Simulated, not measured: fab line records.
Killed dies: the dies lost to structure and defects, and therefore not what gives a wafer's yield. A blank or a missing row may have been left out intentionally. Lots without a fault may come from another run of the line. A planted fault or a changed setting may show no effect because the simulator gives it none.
fab line records + flow sky130
record
- lots=11
- wafers=33
- last_day=50
route steps=708 shown CONTACT@423 METAL1@439
lots that met no fault: taken from a fault-free run of the same line
start_h: hours from the record's opening day to when the first of the lot's shown wafers began + wait_h: how many hours have passed since the lot's step before this one + " the same as in the row above + L1.1+2: a row that stands for several wafers + - value missing, or start not given + * or withheld: withheld + < > ~ a bound
route shown NAME@n: a module of which the file shows steps, and the number in the route of the first + usual: mean/standard deviation taken from wafers without a fault + same: alike in all rows + chamber/n: place in a boat + sites: the reading at each site + _std_site: standard deviation across them + _edge_site: outer sites' mean less inner sites' + radius_mm: how far each site lies from the wafer's centre + mask NAME#n: copy n + behind: the tool/chamber that last shaped the wafer + hold: what put the lot on hold/how long, in hours/how the hold closed + device: the n, p or np transistor that did not switch + end of line: the tests these same wafers got at the end of their route + for a step that has no rows: nothing shown but its recipe + killed: not the wafer's yield, but the dies lost to structure and defects at the first sort + map: the dies of a wafer, with x for killed, . for not killed, _ for no die there
set.NAME: the setting as run; set.NAME@STEP: as run at that earlier step + model.NAME: the simulator's own value behind a step, which no gauge read
route steps across a sampled set of lots; one table per step, one row per wafer
services: a tool's chamber out of use, with start hour (start_h, from the record's first day; less than 0 if before it), hours out, and reason
## steps
# step SKY_CONTACT_ETCH_17
# recipe
- target=SiO2
- chemistry=C4F8/O2/Ar
- stop_on=Si3N4
- mask_material=KrF-thick
- source_w=1500
- bias_w=1200
- pressure_mtorr=40
- c4f8_flow_sccm=withheld
- O2_flow_sccm=6
- Ar_flow_sccm=300
- time_s=withheld
- target_depth_a=3400
# usual
- oes_product_au=0.892/0.0046
- rf_fwd_power_W=1488/5.6
| lot.wafer | tool        | chamber | start_h | wait_h | oes_product_au | rf_fwd_power_W |
|-----------|-------------|---------|---------|--------|----------------|----------------|
| L418.1    | rie_diel-01 | 0       | 743.26  | 0.0    | 0.890          | 1488           |
| L418.3    | "           | 1       | "       | "      | 0.894          | 1480           |
| L418.5    | "           | 1       | "       | "      | 0.899          | 1482           |
| L420.1    | rie_diel-02 | 2       | 757.55  | 0.0    | 0.894          | 1496           |
| L420.4    | "           | 3       | "       | "      | 0.896          | 1492           |
| L420.6    | "           | 0       | "       | "      | 0.895          | 1492           |
| L421.1    | rie_diel-01 | 2       | 770.16  | 0.0    | 0.897          | 1495           |
| L421.2    | "           | 1       | "       | "      | 0.892          | 1481           |
| L421.5    | "           | 2       | "       | "      | 0.894          | 1488           |
| L425.2    | rie_diel-01 | 0       | 791.45  | 0.0    | 0.889          | 1476           |
| L425.4    | "           | 3       | "       | "      | 0.890          | 1490           |
| L425.6    | "           | 1       | "       | "      | 0.895          | 1485           |
| L433.1    | rie_diel-03 | 2       | 851.44  | 0.0    | 0.890          | 1485           |
| L433.2    | "           | 0       | "       | "      | 0.885          | 1488           |
| L433.4    | "           | 1       | "       | "      | 0.895          | 1485           |
| L434.1    | rie_diel-02 | 0       | 863.80  | 0.0    | 0.888          | 1490           |
| L434.3    | "           | 3       | "       | "      | 0.893          | 1489           |
| L434.6    | "           | 0       | "       | "      | 0.892          | 1493           |
| L437.1    | rie_diel-02 | 2       | 882.39  | 0.0    | 0.893          | 1494           |
| L437.3    | "           | 0       | "       | "      | 0.896          | 1493           |
| L437.4    | "           | 3       | "       | "      | 0.895          | 1495           |
| L438.2    | rie_diel-03 | 0       | 885.06  | 0.0    | 0.895          | 1488           |
| L438.3    | "           | 1       | "       | "      | 0.893          | 1493           |
| L438.6    | "           | 1       | "       | "      | 0.890          | 1488           |
| L439.1    | rie_diel-03 | 1       | 887.56  | 0.0    | 0.893          | 1487           |
| L439.3    | "           | 0       | "       | "      | 0.891          | 1485           |
| L439.5    | "           | 0       | "       | "      | 0.883          | 1486           |
| L440.2    | rie_diel-02 | 1       | 899.10  | 0.0    | 0.901          | 1494           |
| L440.3    | "           | 3       | "       | "      | 0.898          | 1478           |
| L440.5    | "           | 2       | "       | "      | 0.894          | 1499           |
| L441.1    | rie_diel-01 | 2       | 907.51  | 0.0    | 0.887          | 1492           |
| L441.2    | "           | 1       | "       | "      | 0.886          | 1478           |
| L441.3    | "           | 3       | "       | "      | 0.892          | 1489           |
# step SKY_METAL1_RS_MEAS_05
# recipe
- thk_meas_gauge=four-point-probe
- reads=TiN_of_METAL1_SPUTTER_04+Ti_of_METAL1_SPUTTER_03+AlCu_of_METAL1_SPUTTER_02+TiN_of_METAL1_SPUTTER_01+Ti_of_METAL1_SPUTTER_00
# usual
- METAL1_ALCU_RS=0.1266/0.0014
| lot.wafer | tool          | chamber | start_h | wait_h | METAL1_ALCU_RS[ohm/sq] |
|-----------|---------------|---------|---------|--------|------------------------|
| L418.1    | film_metro-02 | -       | 744.96  | 0.0    | 0.1265                 |
| L418.3    | "             | -       | "       | "      | 0.1263                 |
| L418.5    | "             | -       | "       | "      | 0.1255                 |
| L420.1    | film_metro-02 | -       | 759.02  | 0.0    | 0.1274                 |
| L420.4    | "             | -       | "       | "      | 0.1260                 |
| L420.6    | "             | -       | "       | "      | 0.1271                 |
| L421.1    | film_metro-01 | -       | 771.67  | 0.0    | 0.1264                 |
| L421.2    | "             | -       | "       | "      | 0.1274                 |
| L421.5    | "             | -       | "       | "      | 0.1276                 |
| L425.2    | film_metro-04 | -       | 792.94  | 0.0    | 0.1250                 |
| L425.4    | "             | -       | "       | "      | 0.1272                 |
| L425.6    | "             | -       | "       | "      | 0.1255                 |
| L433.1    | film_metro-01 | -       | 852.93  | 0.0    | 0.1248                 |
| L433.2    | "             | -       | "       | "      | 0.1252                 |
| L433.4    | "             | -       | "       | "      | 0.1255                 |
| L434.1    | film_metro-02 | -       | 865.42  | 0.0    | 0.1279                 |
| L434.3    | "             | -       | "       | "      | 0.1267                 |
| L434.6    | "             | -       | "       | "      | 0.1283                 |
| L437.1    | film_metro-02 | -       | 883.95  | 0.0    | 0.1257                 |
| L437.3    | "             | -       | "       | "      | 0.1265                 |
| L437.4    | "             | -       | "       | "      | 0.1254                 |
| L438.2    | film_metro-04 | -       | 886.66  | 0.0    | 0.1297                 |
| L438.3    | "             | -       | "       | "      | 0.1296                 |
| L438.6    | "             | -       | "       | "      | 0.1299                 |
| L439.1    | film_metro-02 | -       | 889.50  | 0.0    | 0.1246                 |
| L439.3    | "             | -       | "       | "      | 0.1267                 |
| L439.5    | "             | -       | "       | "      | 0.1263                 |
| L440.2    | film_metro-01 | -       | 900.61  | 0.0    | 0.1286                 |
| L440.3    | "             | -       | "       | "      | 0.1292                 |
| L440.5    | "             | -       | "       | "      | 0.1283                 |
| L441.1    | film_metro-04 | -       | 909.08  | 0.0    | 0.1277                 |
| L441.2    | "             | -       | "       | "      | 0.1271                 |
| L441.3    | "             | -       | "       | "      | 0.1272                 |
# step SKY_METAL1_THK_MEAS_06
# recipe
- thk_meas_gauge=xrf
- reads=AlCu_of_METAL1_SPUTTER_02
# usual
- METAL1_ALCU_THK=251/3.1
| lot.wafer | tool          | chamber | start_h | wait_h | METAL1_ALCU_THK[nm] |
|-----------|---------------|---------|---------|--------|---------------------|
| L418.1    | film_metro-02 | -       | 745.08  | 0.1    | 251                 |
| L418.3    | "             | -       | "       | "      | 253                 |
| L418.5    | "             | -       | "       | "      | 254                 |
| L420.1    | film_metro-02 | -       | 759.14  | 0.1    | 250                 |
| L420.4    | "             | -       | "       | "      | 254                 |
| L420.6    | "             | -       | "       | "      | 250                 |
| L421.1    | film_metro-01 | -       | 771.79  | 0.1    | 251                 |
| L421.2    | "             | -       | "       | "      | 248                 |
| L421.5    | "             | -       | "       | "      | 249                 |
| L425.2    | film_metro-04 | -       | 793.05  | 0.1    | 254                 |
| L425.4    | "             | -       | "       | "      | 249                 |
| L425.6    | "             | -       | "       | "      | 253                 |
| L433.1    | film_metro-01 | -       | 853.05  | 0.1    | 255                 |
| L433.2    | "             | -       | "       | "      | 254                 |
| L433.4    | "             | -       | "       | "      | 252                 |
| L434.1    | film_metro-02 | -       | 865.54  | 0.1    | 251                 |
| L434.3    | "             | -       | "       | "      | 253                 |
| L434.6    | "             | -       | "       | "      | 251                 |
| L437.1    | film_metro-02 | -       | 884.07  | 0.1    | 256                 |
| L437.3    | "             | -       | "       | "      | 253                 |
| L437.4    | "             | -       | "       | "      | 256                 |
| L438.2    | film_metro-04 | -       | 886.77  | 0.1    | 246                 |
| L438.3    | "             | -       | "       | "      | 246                 |
| L438.6    | "             | -       | "       | "      | 245                 |
| L439.1    | film_metro-02 | -       | 889.62  | 0.1    | 256                 |
| L439.3    | "             | -       | "       | "      | 254                 |
| L439.5    | "             | -       | "       | "      | 253                 |
| L440.2    | film_metro-01 | -       | 900.72  | 0.1    | 247                 |
| L440.3    | "             | -       | "       | "      | 244                 |
| L440.5    | "             | -       | "       | "      | 249                 |
| L441.1    | film_metro-04 | -       | 909.20  | 0.1    | 250                 |
| L441.2    | "             | -       | "       | "      | 252                 |
| L441.3    | "             | -       | "       | "      | 253                 |
# step SKY_METAL1_EXPOSE_12
# recipe
- mask_id=MM1
- na=0.8
- source_shape=annular
- sigma_inner=0.55
- sigma_outer=0.85
- target_cd_nm=140
- dose_mj=28
# usual
- reticle_temp_C=22.98/0.1
| lot.wafer | tool           | chamber | start_h | wait_h | mask  | reticle_temp_C |
|-----------|----------------|---------|---------|--------|-------|----------------|
| L418.1    | krf_scanner-02 | 0       | 756.85  | -      | MM1#0 | 22.87          |
| L418.3    | "              | 0       | "       | "      | MM1#0 | 22.95          |
| L418.5    | "              | 0       | "       | "      | MM1#0 | 22.81          |
| L420.1    | krf_scanner-02 | 0       | 772.43  | -      | MM1#0 | 22.88          |
| L420.4    | "              | 0       | "       | "      | MM1#0 | 22.90          |
| L420.6    | "              | 0       | "       | "      | MM1#0 | 22.90          |
| L421.1    | krf_scanner-02 | 0       | 784.93  | -      | MM1#0 | 22.86          |
| L421.2    | "              | 0       | "       | "      | MM1#0 | 22.87          |
| L421.5    | "              | 0       | "       | "      | MM1#0 | 22.92          |
| L425.2    | krf_scanner-02 | 0       | 806.50  | -      | MM1#0 | 22.94          |
| L425.4    | "              | 0       | "       | "      | MM1#0 | 23.09          |
| L425.6    | "              | 0       | "       | "      | MM1#0 | 23.03          |
| L433.1    | krf_scanner-02 | 0       | 866.08  | -      | MM1#0 | 23.11          |
| L433.2    | "              | 0       | "       | "      | MM1#0 | 22.96          |
| L433.4    | "              | 0       | "       | "      | MM1#0 | 22.91          |
| L434.1    | krf_scanner-02 | 0       | 878.95  | -      | MM1#0 | 23.02          |
| L434.3    | "              | 0       | "       | "      | MM1#0 | 23.12          |
| L434.6    | "              | 0       | "       | "      | MM1#0 | 23.00          |
| L437.1    | krf_scanner-01 | 0       | 899.84  | -      | MM1#0 | 23.06          |
| L437.3    | "              | 0       | "       | "      | MM1#0 | 23.01          |
| L437.4    | "              | 0       | "       | "      | MM1#0 | 22.99          |
| L438.2    | krf_scanner-01 | 0       | 900.09  | -      | MM1#0 | 23.04          |
| L438.3    | "              | 0       | "       | "      | MM1#0 | 22.87          |
| L438.6    | "              | 0       | "       | "      | MM1#0 | 22.92          |
| L439.1    | krf_scanner-01 | 0       | 902.75  | -      | MM1#0 | 22.96          |
| L439.3    | "              | 0       | "       | "      | MM1#0 | 23.08          |
| L439.5    | "              | 0       | "       | "      | MM1#0 | 23.06          |
| L440.2    | krf_scanner-01 | 0       | 913.08  | -      | MM1#0 | 22.96          |
| L440.3    | "              | 0       | "       | "      | MM1#0 | 22.97          |
| L440.5    | "              | 0       | "       | "      | MM1#0 | 22.94          |
| L441.1    | krf_scanner-01 | 0       | 921.49  | -      | MM1#0 | 22.96          |
| L441.2    | "              | 0       | "       | "      | MM1#0 | 23.15          |
| L441.3    | "              | 0       | "       | "      | MM1#0 | 23.01          |
# step SKY_METAL1_CD_MEAS_15
# recipe
- target_cd_nm=140
# usual
- cd_nm=140.0/1.6
| lot.wafer | tool      | chamber | start_h | wait_h | cd_nm |
|-----------|-----------|---------|---------|--------|-------|
| L418.1    | cd_sem-02 | -       | 769.55  | -      | 140.3 |
| L418.3    | "         | -       | "       | "      | 139.5 |
| L418.5    | "         | -       | "       | "      | 138.5 |
| L420.1    | cd_sem-02 | -       | 785.65  | -      | 140.0 |
| L420.4    | "         | -       | "       | "      | 139.4 |
| L420.6    | "         | -       | "       | "      | 138.4 |
| L421.1    | cd_sem-02 | -       | 798.01  | -      | 141.4 |
| L421.2    | "         | -       | "       | "      | 141.9 |
| L421.5    | "         | -       | "       | "      | 141.7 |
| L425.2    | cd_sem-01 | -       | 819.87  | -      | 137.6 |
| L425.4    | "         | -       | "       | "      | 136.9 |
| L425.6    | "         | -       | "       | "      | 133.6 |
| L433.1    | cd_sem-02 | -       | 879.60  | -      | 140.1 |
| L433.2    | "         | -       | "       | "      | 140.4 |
| L433.4    | "         | -       | "       | "      | 141.7 |
| L434.1    | cd_sem-01 | -       | 890.71  | -      | 139.9 |
| L434.3    | "         | -       | "       | "      | 139.2 |
| L434.6    | "         | -       | "       | "      | 138.1 |
| L437.1    | cd_sem-02 | -       | 911.91  | -      | 138.6 |
| L437.3    | "         | -       | "       | "      | 139.6 |
| L437.4    | "         | -       | "       | "      | 138.4 |
| L438.2    | cd_sem-02 | -       | 912.05  | -      | 141.1 |
| L438.3    | "         | -       | "       | "      | 141.5 |
| L438.6    | "         | -       | "       | "      | 139.9 |
| L439.1    | cd_sem-02 | -       | 914.61  | -      | 142.4 |
| L439.3    | "         | -       | "       | "      | 142.8 |
| L439.5    | "         | -       | "       | "      | 142.1 |
| L440.2    | cd_sem-01 | -       | 924.62  | -      | 139.9 |
| L440.3    | "         | -       | "       | "      | 140.0 |
| L440.5    | "         | -       | "       | "      | 138.9 |
| L441.1    | cd_sem-02 | -       | 933.90  | -      | 139.1 |
| L441.2    | "         | -       | "       | "      | 138.8 |
| L441.3    | "         | -       | "       | "      | 139.3 |
## services
| tool           | chamber | start_h | hours | kind        |
|----------------|---------|---------|-------|-------------|
| rie_diel-02    | -       | 731.35  | 2.8   | pm          |
| rie_diel-03    | 2       | 746.47  | 7.1   | repair      |
| krf_scanner-01 | -       | 752.09  | 1.0   | pm          |
| rie_diel-03    | -       | 757.53  | 4.3   | pm          |
| krf_scanner-02 | 0       | 760.76  | -     | calibration |
| krf_scanner-01 | -       | 765.77  | 0.8   | pm          |
| krf_scanner-01 | 0       | 773.52  | -     | calibration |
| rie_diel-03    | 2       | 778.82  | 1.6   | repair      |
| krf_scanner-02 | -       | 785.59  | 0.5   | repair      |
| rie_diel-01    | 2       | 791.27  | 10.2  | repair      |
| rie_diel-03    | -       | 798.36  | 14.6  | pm          |
| krf_scanner-02 | -       | 802.37  | 1.0   | pm          |
| krf_scanner-02 | -       | 815.93  | 1.3   | pm          |
| krf_scanner-01 | -       | 837.47  | 1.3   | pm          |
| rie_diel-02    | 3       | 842.10  | 3.3   | repair      |
| krf_scanner-01 | -       | 867.47  | 4.0   | pm          |
| krf_scanner-01 | -       | 874.11  | 2.5   | repair      |
| krf_scanner-02 | -       | 884.27  | 3.6   | pm          |
| rie_diel-01    | -       | 888.90  | 1.0   | repair      |
| krf_scanner-01 | -       | 891.47  | 8.2   | repair      |
| krf_scanner-02 | -       | 897.44  | 7.9   | repair      |
| krf_scanner-02 | -       | 901.58  | 1.0   | repair      |
| krf_scanner-01 | -       | 908.47  | 1.0   | pm          |
| rie_diel-02    | 0       | 913.73  | 2.1   | repair      |
## key
first_sign
- step=SKY_METAL1_CD_MEAS_15
- reading=cd_nm
- direction=down
- sigmas=4
- usual=140.0
- struck=133.6
effect none on later readings
met_at SKY_METAL1_EXPOSE_12
struck_lots L425
struck_wafers L425.6
not_acting_at SKY_CONTACT_ETCH_17,SKY_METAL1_RS_MEAS_05,SKY_METAL1_THK_MEAS_06
onset_between 784.93 806.50
fault
- kind=process_parameter_drift
- tool=krf_scanner-02
- chamber=-
- onset_h=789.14
- steps=SKY_METAL1_EXPOSE_12
- channel=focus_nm
- offset=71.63
- shape=step
- end_h=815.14
- scope=struck_wafers_only
